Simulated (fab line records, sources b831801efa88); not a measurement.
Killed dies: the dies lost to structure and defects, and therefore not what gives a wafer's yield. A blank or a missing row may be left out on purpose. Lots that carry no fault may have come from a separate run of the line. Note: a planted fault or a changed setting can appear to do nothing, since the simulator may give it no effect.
Struck lot and sound lot, side by side || flow sky130 || 15 out of 708 route steps
Sound: the wafers L461.1, L461.2, L461.3. Wafers L472.1, L472.4, L472.6 were the ones struck. Last of all comes the cause.
Each step with rows lists, per side, the tool, then ch with its chambers, then its first start. Under that, the readings that differ: sound wafers || struck wafers || difference of the means || sigmas: that difference in standard deviations of wafers without a fault.
alike: a reading whose means differ by less than 2 such deviations, as well as words and numbers matching on both sides. not compared: withheld readings; readings where some wafer has no value; bounds like >300 that might hide an equal value; numbers whose values overlap and for which the record gives no deviation.
Wherever a step has rows on one side only, a row that says differs or no value, or a row with sigmas, the two part there. Non-overlapping numbers with no deviation appear without sigmas and do not part them. A reading missing from all wafers of one side parts the sides only when that side holds two or more wafers.

first, 4 steps without rows for these wafers: SKY_POLY_CUT_SOFTBAKE_04 (time 90 s); SKY_POLY_CUT_EXPOSE_05 (exposes mask NPCM, target cd 270 nm); SKY_POLY_CUT_PEB_06; SKY_POLY_CUT_DEVELOP_07 (develop time 60 s).
SKY_POLY_CUT_CD_MEAS_08: the cd target is 270 nm.
  sound on cdSem-01 at day 25 04:56; struck on cdSem-02 at day 29 03:11
  alike: cdNm
SKY_POLY_CUT_OVL_MEAS_09:
  sound on overlay-02 at day 25 05:03; struck on overlay-01 at day 29 03:18
  alike: POLY_CUT_OVL
SKY_POLY_CUT_ETCH_10: etches BARC in N2/H2, stops on SiO2, time 45.9 s, target depth 60 nm.
  sound on rieDiel-02 ch 0,1,3, day 25 05:05; struck on rieDiel-02 ch 1,2, day 29 03:20
  alike: drypumpMotorCurrentA, h2FlowSccm, oesProductAu, throttleValvePct
  not compared: rfHoursCounterH
SKY_POLY_CUT_ETCH_11: etches Si3N4 in CF4/CH2F2/Ar, stops on poly-Si, time 42.5 s, target depth 60 nm.
  sound on rieDiel-02 ch 0,1,3, day 25 05:08; struck on rieDiel-02 ch 1,2, day 29 03:23
  alike: drypumpMotorCurrentA, oesProductAu, throttleValvePct
  not compared: rfHoursCounterH
SKY_POLY_CUT_STRIP_12: strips in O2/N2.
  sound on plasmaAsher-03 ch 0,1, day 25 05:10; struck on plasmaAsher-01 ch 0,1, day 29 03:25
  alike: drypumpMotorCurrentA, oesProductAu, stripTimeToEndpointS
  not compared: rfHoursCounterH
then, 3 steps without rows for these wafers: SKY_SD_P_DEHYDRATE_00 (time 60 s); SKY_SD_P_HMDS_01 (prime time 60 s); SKY_SD_P_COAT_02 (resist thk 1140 nm).
SKY_SD_P_SOFTBAKE_03: time 60 s.
  sound on lithoTrack-01 ch 0, day 25 19:48; struck on lithoTrack-01 ch 0, day 29 17:12
{"reading": "runLengthS (s)", "sound": "89.49 89.56 89.80", "struck": "97.22 97.09 97.31", "difference": "+7.59", "sigmas": "+27"}
then, 1 step without rows for these wafers: SKY_SD_P_EXPOSE_04 (exposes mask PSDM, target cd 380 nm).
-- the record jumps here: 19 days lie between the struck wafers' starts before and after (it left off in module SD_P and takes up again in module PAD_OPEN, whose first step shown is number 708 of the route) --
SKY_PAD_OPEN_PROBE_99:
  sound on prober-02 at day 46 11:56; struck on prober-01 at day 49 01:38
  alike: killed_at_M0_to_M3, killed_at_M4_up, killedAtContacts, killedAtFrontEnd, killedAtOther, killedDies, killedOpen, killedShort

## WHERE THEY PART
Only at SKY_SD_P_SOFTBAKE_03, within this record. Later steps at which nothing parts them and some readings are alike: SKY_PAD_OPEN_PROBE_99.

WHY: what had been put in by the simulator
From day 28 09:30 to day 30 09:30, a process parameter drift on lithoTrack-01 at SKY_SD_P_SOFTBAKE_03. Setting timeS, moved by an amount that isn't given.
